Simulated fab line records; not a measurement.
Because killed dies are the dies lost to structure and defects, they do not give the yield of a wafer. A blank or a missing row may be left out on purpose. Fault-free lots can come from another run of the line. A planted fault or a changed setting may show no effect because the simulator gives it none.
Which tool is to blame? / flow sky130 / Sampling: 12 lots, 36 wafers, 4 of 708 route steps

WHAT EACH GAUGE READ, for each wafer
SKY_METAL3_CD_MEAS_13: target cd 300 nm.
lot=L518; measured=day 38 03:19; on=cd-sem-02; cd-nm (nm)=300.0 299.9 300.5
lot=L521; measured=day 39 03:26; on=cd-sem-01; cd-nm (nm)=298.8 299.1 298.9
lot=L522; measured=day 39 10:30; on=cd-sem-01; cd-nm (nm)=298.7 301.4 301.5
lot=L523; measured=day 39 23:59; on=cd-sem-01; cd-nm (nm)=300.8 300.7 301.2
lot=L524; measured=day 40 11:35; on=cd-sem-02; cd-nm (nm)=303.4 302.8 302.6
lot=L527; measured=day 41 13:17; on=cd-sem-01; cd-nm (nm)=301.7 299.6 299.3
lot=L531; measured=day 42 12:42; on=cd-sem-02; cd-nm (nm)=300.0 300.2 299.8
lot=L533; measured=day 42 19:45; on=cd-sem-02; cd-nm (nm)=300.4 300.2 300.1
lot=L536; measured=day 43 19:52; on=cd-sem-02; cd-nm (nm)=300.8 301.3 302.0
lot=L537; measured=day 43 22:23; on=cd-sem-02; cd-nm (nm)=301.5 301.8 300.5
lot=L538; measured=day 44 05:36; on=cd-sem-01; cd-nm (nm)=299.8 299.9 298.6
lot=L541; measured=day 44 17:07; on=cd-sem-02; cd-nm (nm)=298.8 299.6 297.6

SKY_VIA3_RS_MEAS_22: uses a four-point probe to measure.
lot=L518; measured=day 39 07:29; on=film-metro-04; VIA3_W_RS (ohm/sq)=0.293 0.288 0.292
lot=L521; measured=day 40 07:51; on=film-metro-02; VIA3_W_RS (ohm/sq)=0.297 0.292 0.291
lot=L522; measured=day 40 13:58; on=film-metro-02; VIA3_W_RS (ohm/sq)=0.299 0.292 0.295
lot=L523; measured=day 41 03:44; on=film-metro-01; VIA3_W_RS (ohm/sq)=0.294 0.291 0.292
lot=L524; measured=day 41 14:28; on=film-metro-04; VIA3_W_RS (ohm/sq)=0.292 0.294 0.291
lot=L527; measured=day 42 15:47; on=film-metro-04; VIA3_W_RS (ohm/sq)=0.297 0.297 0.297
lot=L531; measured=day 43 13:53; on=film-metro-01; VIA3_W_RS (ohm/sq)=0.291 0.296 0.294
lot=L533; measured=day 43 20:40; on=film-metro-01; VIA3_W_RS (ohm/sq)=0.295 0.300 0.296
lot=L536; measured=day 44 21:38; on=film-metro-02; VIA3_W_RS (ohm/sq)=0.296 0.303 0.296
lot=L537; measured=day 44 23:48; on=film-metro-04; VIA3_W_RS (ohm/sq)=0.286 0.291 0.289
lot=L538; measured=day 45 06:55; on=film-metro-01; VIA3_W_RS (ohm/sq)=0.300 0.297 0.297
lot=L541; measured=day 45 17:40; on=film-metro-02; VIA3_W_RS (ohm/sq)=0.294 0.296 0.292

WHICH TOOL RAN EACH LOT (tool, then ch and the chambers of the sampled wafers, then the start)
lot=L518; SKY_VIA3_SOFTBAKE_08=litho-track-03 ch 0, day 38 17:00; SKY_VIA3_ETCH_14=rie-diel-02 ch 0,3, day 39 06:33
lot=L521; SKY_VIA3_SOFTBAKE_08=litho-track-02 ch 0, day 39 18:00; SKY_VIA3_ETCH_14=rie-diel-04 ch 0,2,3, day 40 06:55
lot=L522; SKY_VIA3_SOFTBAKE_08=litho-track-03 ch 0, day 40 00:00; SKY_VIA3_ETCH_14=rie-diel-04 ch 0,2,3, day 40 13:06
lot=L523; SKY_VIA3_SOFTBAKE_08=litho-track-03 ch 0, day 40 14:00; SKY_VIA3_ETCH_14=rie-diel-02 ch 0,1,3, day 41 02:49
lot=L524; SKY_VIA3_SOFTBAKE_08=litho-track-01 ch 0, day 41 01:00; SKY_VIA3_ETCH_14=rie-diel-04 ch 0,3, day 41 13:29
lot=L527; SKY_VIA3_SOFTBAKE_08=litho-track-03 ch 0, day 42 03:00; SKY_VIA3_ETCH_14=rie-diel-04 ch 0,2,3, day 42 14:53
lot=L531; SKY_VIA3_SOFTBAKE_08=litho-track-03 ch 0, day 43 01:00; SKY_VIA3_ETCH_14=rie-diel-04 ch 0,1,2, day 43 12:56
lot=L533; SKY_VIA3_SOFTBAKE_08=litho-track-03 ch 0, day 43 08:00; SKY_VIA3_ETCH_14=rie-diel-04 ch 0,1, day 43 19:47
lot=L536; SKY_VIA3_SOFTBAKE_08=litho-track-01 ch 0, day 44 09:00; SKY_VIA3_ETCH_14=rie-diel-02 ch 0,3, day 44 20:21
lot=L537; SKY_VIA3_SOFTBAKE_08=litho-track-02 ch 0, day 44 11:00; SKY_VIA3_ETCH_14=rie-diel-03 ch 0,1,3, day 44 22:31
lot=L538; SKY_VIA3_SOFTBAKE_08=litho-track-01 ch 0, day 44 18:00; SKY_VIA3_ETCH_14=rie-diel-04 ch 1,2,3, day 45 06:02
lot=L541; SKY_VIA3_SOFTBAKE_08=litho-track-02 ch 0, day 45 06:00; SKY_VIA3_ETCH_14=rie-diel-04 ch 0,1,3, day 45 16:46
- SKY_VIA3_SOFTBAKE_08: time 90 s.
- SKY_VIA3_ETCH_14: etches BARC in N2/H2, stops on SiO2, time 45.9 s, target depth 60 nm.

AS READ BY THE TOOLS THEMSELVES (means over the sampled wafers that have a number; for cases with no such wafer, the mark the record gives instead)
SKY_VIA3_SOFTBAKE_08.
lot=L518; tool=litho-track-03; chill-plate-temp-C (C)=23.07; heater-power-total-W (W)=57.37; plate-temp-C (C)=100.04; resist-line-temp-C (C)=23.04
lot=L521; tool=litho-track-02; chill-plate-temp-C (C)=22.95; heater-power-total-W (W)=57.42; plate-temp-C (C)=100.00; resist-line-temp-C (C)=22.93
lot=L522; tool=litho-track-03; chill-plate-temp-C (C)=22.99; heater-power-total-W (W)=57.34; plate-temp-C (C)=100.02; resist-line-temp-C (C)=22.96
lot=L523; tool=litho-track-03; chill-plate-temp-C (C)=22.96; heater-power-total-W (W)=57.45; plate-temp-C (C)=99.86; resist-line-temp-C (C)=22.97
lot=L524; tool=litho-track-01; chill-plate-temp-C (C)=22.99; heater-power-total-W (W)=57.25; plate-temp-C (C)=100.04; resist-line-temp-C (C)=23.05
lot=L527; tool=litho-track-03; chill-plate-temp-C (C)=22.91; heater-power-total-W (W)=57.35; plate-temp-C (C)=100.06; resist-line-temp-C (C)=23.07
lot=L531; tool=litho-track-03; chill-plate-temp-C (C)=23.07; heater-power-total-W (W)=56.07; plate-temp-C (C)=98.39; resist-line-temp-C (C)=22.94
lot=L533; tool=litho-track-03; chill-plate-temp-C (C)=23.00; heater-power-total-W (W)=56.11; plate-temp-C (C)=98.56; resist-line-temp-C (C)=23.06
lot=L536; tool=litho-track-01; chill-plate-temp-C (C)=22.96; heater-power-total-W (W)=57.23; plate-temp-C (C)=100.05; resist-line-temp-C (C)=22.90
lot=L537; tool=litho-track-02; chill-plate-temp-C (C)=23.11; heater-power-total-W (W)=57.44; plate-temp-C (C)=100.04; resist-line-temp-C (C)=22.95
lot=L538; tool=litho-track-01; chill-plate-temp-C (C)=22.93; heater-power-total-W (W)=57.37; plate-temp-C (C)=100.08; resist-line-temp-C (C)=22.89
lot=L541; tool=litho-track-02; chill-plate-temp-C (C)=22.99; heater-power-total-W (W)=57.40; plate-temp-C (C)=100.06; resist-line-temp-C (C)=22.89

SKY_VIA3_ETCH_14.
lot=L518; tool=rie-diel-02; bias-w (W)=100.0; drypump-motor-current-A (A)=5.9; h2-flow-sccm (sccm)=199.9; oes-product-au (a.u.)=0.847; throttle-valve-pct (%)=13.225
lot=L521; tool=rie-diel-04; bias-w (W)=100.2; drypump-motor-current-A (A)=5.2; h2-flow-sccm (sccm)=200.3; oes-product-au (a.u.)=0.850; throttle-valve-pct (%)=13.226
lot=L522; tool=rie-diel-04; bias-w (W)=100.2; drypump-motor-current-A (A)=5.2; h2-flow-sccm (sccm)=200.1; oes-product-au (a.u.)=0.860; throttle-valve-pct (%)=13.220
lot=L523; tool=rie-diel-02; bias-w (W)=99.7; drypump-motor-current-A (A)=5.7; h2-flow-sccm (sccm)=200.2; oes-product-au (a.u.)=0.856; throttle-valve-pct (%)=13.218
lot=L524; tool=rie-diel-04; bias-w (W)=100.1; drypump-motor-current-A (A)=5.4; h2-flow-sccm (sccm)=200.4; oes-product-au (a.u.)=0.855; throttle-valve-pct (%)=13.222
lot=L527; tool=rie-diel-04; bias-w (W)=100.5; drypump-motor-current-A (A)=5.2; h2-flow-sccm (sccm)=199.6; oes-product-au (a.u.)=0.855; throttle-valve-pct (%)=13.227
lot=L531; tool=rie-diel-04; bias-w (W)=100.1; drypump-motor-current-A (A)=5.2; h2-flow-sccm (sccm)=200.4; oes-product-au (a.u.)=0.853; throttle-valve-pct (%)=13.220
lot=L533; tool=rie-diel-04; bias-w (W)=99.9; drypump-motor-current-A (A)=5.3; h2-flow-sccm (sccm)=200.3; oes-product-au (a.u.)=0.856; throttle-valve-pct (%)=13.219
lot=L536; tool=rie-diel-02; bias-w (W)=99.8; drypump-motor-current-A (A)=5.8; h2-flow-sccm (sccm)=200.8; oes-product-au (a.u.)=0.853; throttle-valve-pct (%)=13.227
lot=L537; tool=rie-diel-03; bias-w (W)=99.7; drypump-motor-current-A (A)=6.2; h2-flow-sccm (sccm)=199.6; oes-product-au (a.u.)=0.853; throttle-valve-pct (%)=13.211
lot=L538; tool=rie-diel-04; bias-w (W)=99.9; drypump-motor-current-A (A)=5.4; h2-flow-sccm (sccm)=200.1; oes-product-au (a.u.)=0.859; throttle-valve-pct (%)=13.226
lot=L541; tool=rie-diel-04; bias-w (W)=100.2; drypump-motor-current-A (A)=5.5; h2-flow-sccm (sccm)=199.6; oes-product-au (a.u.)=0.855; throttle-valve-pct (%)=13.232

THE ANSWER, worked out from the rows above alone
Rule: usual is defined by the lots themselves. Put in order of their means at a reading, lots are off if they are a third of the lots or fewer, leave a main group of 4 or more, and stand apart from it by a gap of 3 or more times the standard deviation of the main group's means; of several such gaps the widest counts. The tables above print the reading to a certain number of digits; a main group whose means all agree to those digits is not used. A lot without any number at a reading at which 4 lots or more have one is off too. The other lots that the step has rows for count as sound. After the gauges, taken in route order, come the tools' own readings; for these a lot's mean is taken, as printed above. The first step at which some lot is off is used, and at that step the reading that is off furthest; a lot without a number counts as furthest.
Off: L531, L533, at SKY_VIA3_SOFTBAKE_08 (plate-temp-C). The main group: mean 100.03 C, standard deviation 0.059.
A tool fits if, at that step or a process step before it, it ran every lot that is off, and no sound lot after the first of them. One fits: litho-track-03 at SKY_VIA3_SOFTBAKE_08. A fault onset in the window from L527 (day 42 03:00, its last sound lot) to L531 (day 43 01:00, its first lot off) fits.
The tool's own readings at SKY_VIA3_SOFTBAKE_08 bear it out: on the lots that are off they differ by more than 5 times the standard deviation of the sound lots' means. heater-power-total-W reads 56.09 W there against 57.36 W on the sound lots; plate-temp-C reads 98.47 C there against 100.03 C on the sound lots.

WHAT WAS PUT IN BY THE SIMULATOR
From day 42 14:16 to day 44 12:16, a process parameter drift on litho-track-03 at SKY_VIA3_SOFTBAKE_08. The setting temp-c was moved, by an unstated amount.
Shown lots that were struck: L531, L533. This agrees with what the rule above found.
